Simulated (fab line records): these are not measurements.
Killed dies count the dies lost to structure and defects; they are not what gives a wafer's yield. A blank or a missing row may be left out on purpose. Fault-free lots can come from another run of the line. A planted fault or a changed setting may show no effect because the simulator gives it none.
A lot that was struck, set against a sound lot    flow sky130    44 steps out of a route of 708
Sound: wafers L751.1, L751.3, L751.6. Struck: wafer L758.2. (L758.3, L758.4 of the same lot were not struck and are left out.) The cause comes at the end.
Each step with rows lists, per side, the tool, then ch with its chambers, then its first start. Under that, the readings that differ: sound wafers    struck wafers    difference of the means    sigmas: that difference in standard deviations of wafers without a fault.
alike: a reading whose means differ by less than 2 such deviations, as well as words and numbers matching on both sides. not compared: withheld readings; readings where some wafer has no value; bounds like >300 that might hide an equal value; numbers whose values overlap and for which the record gives no deviation.
The two part at a step that has a row with sigmas, a row that says differs or no value, or rows on one side only. Numbers that don't overlap but have no deviation are shown without sigmas and don't part them. Lack of a reading on every wafer of one side parts them only where that side has two or more wafers.

SKY_FIELD_ISO_THK_MEAS_02:
  struck on filmMetro-02, day 5 11:16; sound on filmMetro-02, day 3 23:38
  alike: FIELD_ISO_OXIDATION_00_THK
then, 1 step without rows for these wafers: SKY_FIELD_ISO_CVD_03 (deposits Si3N4 from DCS/NH3, target thk 165 nm, time 2830 s).
SKY_FIELD_ISO_THK_MEAS_04:
  struck on filmMetro-02, day 5 15:23; sound on filmMetro-01, day 4 01:29
  alike: FIELD_ISO_CVD_03_THK
then, 8 steps without rows for these wafers: SKY_FIELD_ISO_DEHYDRATE_05 (time 60 s); SKY_FIELD_ISO_HMDS_06 (prime time 60 s); SKY_FIELD_ISO_COAT_07 (resist thk 60 nm); SKY_FIELD_ISO_COAT_08 (resist thk 450 nm); SKY_FIELD_ISO_SOFTBAKE_09 (time 90 s); SKY_FIELD_ISO_EXPOSE_10 (exposes mask FOM, target cd 150 nm); SKY_FIELD_ISO_PEB_11; SKY_FIELD_ISO_DEVELOP_12 (develop time 60 s).
SKY_FIELD_ISO_CD_MEAS_13: target cd 150 nm.
  struck on cdSem-01, day 6 09:46; sound on cdSem-01, day 4 18:55
  alike: cdNm
SKY_FIELD_ISO_ETCH_14: etches BARC in N2/H2, stops on SiO2, time 45.9 s, target depth 60 nm.
  sound on rieDiel-02 ch 0,2,3, day 4 19:02; struck on rieDiel-02 ch 0, day 6 09:52
reading                                          sound              struck  difference  sigmas
oesProductAu (a.u.)                              0.862 0.851 0.857  1.007   +0.150      +31
runLengthS (s)                                   74.1 75.1 74.3     50.7    -23.8       -49
model.etch.depthNm (nm)                          59.84 59.8 59.82   37.88   -21.94      
model.KrF-thick_of_FIELD_ISO_COAT_08.thkNm (nm)  391.9 392.9 392.7  414.3   +21.8       
model.FIELD_ISO.cdNm (nm)                        150.5 147.7 149.5  155.5   +6.3        
  alike: drypumpMotorCurrentA, throttleValvePct
  not compared: rfFwdPowerW, rfHoursCounterH
SKY_FIELD_ISO_ETCH_15: etches the open film in CHF3/O2, stops on Si, target depth 180 nm, time 72 s.
  sound on rieDiel-02 ch 0,2,3, day 4 19:04; struck on rieDiel-02 ch 0, day 6 09:55
reading                                          sound              struck  difference  sigmas
oesProductAu (a.u.)                              0.945 0.945 0.946  0.373   -0.572      -84
throttleValvePct (%)                             8.846 8.830 8.845  8.658   -0.182      -17
model.KrF-thick_of_FIELD_ISO_COAT_08.thkNm (nm)  230.9 234.8 235.5  255.8   +22.1       
  alike: drypumpMotorCurrentA, rfFwdPowerW, runLengthS
  not compared: rfHoursCounterH
SKY_FIELD_ISO_STRIP_16: strips in O2/N2.
  sound on plasmaAsher-02 ch 1, day 4 19:08; struck on plasmaAsher-02 ch 1, day 6 09:58
reading                   sound              struck  difference  sigmas
oesProductAu (a.u.)       0.375 0.375 0.379  0.386   +0.010      +2
stripTimeToEndpointS (s)  3.48 3.54 3.53     3.78    +0.26       +7
  alike: drypumpMotorCurrentA, o2FlowSccm
  not compared: rfHoursCounterH
SKY_FIELD_ISO_ETCH_17: etches Si in HBr/Cl2/O2, target depth 342 nm, time 97.7 s.
  sound on rieSi-01 ch 1,2, day 4 19:14; struck on rieSi-02 ch 0, day 6 10:04
reading                    sound              struck  difference  sigmas
model.FIELD_ISO.cdNm (nm)  149.5 147.6 149.6  156     +7          
  alike: drypumpMotorCurrentA, heBacksideLeakSccm, oesProductAu, rfFwdPowerW, runLengthS, throttleValvePct
  not compared: rfHoursCounterH
then, 5 steps without rows for these wafers: SKY_FIELD_ISO_WET_ETCH_18 (etches Si3N4 in H3PO4, target depth 25 nm, time 286 s); SKY_FIELD_ISO_CLEAN_19 (cleans in SC1/SC2, time 150 s); SKY_FIELD_ISO_CLEAN_20 (cleans in dHF, time 20 s); SKY_FIELD_ISO_WET_ETCH_21 (etches SiO2 in dHF, target depth 20 nm, time 400 s); SKY_FIELD_ISO_OXIDATION_22 (stabilise 600 s, purge 300 s, target thk 10 nm).
SKY_FIELD_ISO_THK_MEAS_23:
  struck on filmMetro-04, day 6 12:16; sound on filmMetro-01, day 4 20:44
  alike: FIELD_ISO_OXIDATION_01_THK
then, 1 step without rows for these wafers: SKY_FIELD_ISO_CVD_24 (deposits SiO2, target thk 595 nm, time 99.2 s).
SKY_FIELD_ISO_THK_MEAS_25:
  struck on filmMetro-01, day 6 12:23; sound on filmMetro-02, day 4 20:55
  alike: FIELD_ISO_CVD_24_THK
then, 1 step without rows for these wafers: SKY_FIELD_ISO_ANNEAL_26 (time 1800 s).
SKY_FIELD_ISO_CMP_27: polishes, stops on Si3N4, t overpolish 16 s, target thk 457.8 nm.
  sound on cmp-01 ch 0,1,3, day 4 23:23; struck on cmp-02 ch 2, day 6 14:30
reading               sound              struck  difference  sigmas
edgeZonePressureFrac  1.005 0.999 0.996  0.988   -0.012      -2
motorCurrentA (A)     12.0 9.8 9.9       13.3    +2.7        +2
then, 5 steps without rows for these wafers: SKY_FIELD_ISO_WET_ETCH_28 (etches SiO2 in dHF, target depth 23.7 nm, time 47 s); SKY_FIELD_ISO_WET_ETCH_29 (etches Si3N4 in H3PO4, target depth 160 nm, time 1825 s); SKY_FIELD_ISO_WET_ETCH_30 (etches SiO2 in dHF, target depth 25 nm, time 50 s); SKY_NWELL_CLEAN_00 (cleans in SC1/SC2, time 150 s); SKY_NWELL_OXIDATION_01 (stabilise 600 s, purge 300 s, target thk 10 nm).
SKY_NWELL_THK_MEAS_02:
  struck on filmMetro-01, day 6 16:49; sound on filmMetro-03, day 5 02:13
  alike: NWELL_OXIDATION_THK
then, 8 steps without rows for these wafers: SKY_DNWELL_DEHYDRATE_00 (time 60 s); SKY_DNWELL_HMDS_01 (prime time 60 s); SKY_DNWELL_COAT_02 (resist thk 3057 nm); SKY_DNWELL_SOFTBAKE_03; SKY_DNWELL_EXPOSE_04 (exposes mask DNM, target cd 3000 nm); SKY_DNWELL_PEB_05; SKY_DNWELL_DEVELOP_06 (develop time 60 s); SKY_DNWELL_IMPLANT_07.
SKY_DNWELL_STRIP_08: strips in O2/N2.
  sound on plasmaAsher-04 ch 0,1, day 5 20:25; struck on plasmaAsher-04 ch 1, day 7 12:17
reading              sound              struck  difference  sigmas
oesProductAu (a.u.)  0.718 0.724 0.734  0.711   -0.014      -3
  alike: drypumpMotorCurrentA, o2FlowSccm, stripTimeToEndpointS
  not compared: rfHoursCounterH
SKY_DNWELL_TW_MEAS_09:
  struck on filmMetro-03, day 7 12:24; sound on filmMetro-01, day 5 20:31
  alike: DNWELL_TW
SKY_PWDE_OVL_MEAS_07:
  struck on overlay-01, day 8 08:52; sound on overlay-02, day 6 14:52
  not compared: PWDE_OVL
SKY_NWELL_OVL_MEAS_10:
  struck on overlay-01, day 9 06:01; sound on overlay-02, day 7 09:50
  not compared: NWELL_00_OVL

== WHERE THEY PART ==
Last at SKY_DNWELL_STRIP_08 as far as this record goes, first at SKY_FIELD_ISO_ETCH_14. Later steps at which nothing parts them and some readings are alike: SKY_DNWELL_TW_MEAS_09.

WHY: what had been put in by the simulator
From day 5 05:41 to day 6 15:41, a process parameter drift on rieDiel-02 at SKY_FIELD_ISO_ETCH_14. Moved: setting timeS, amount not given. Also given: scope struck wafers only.
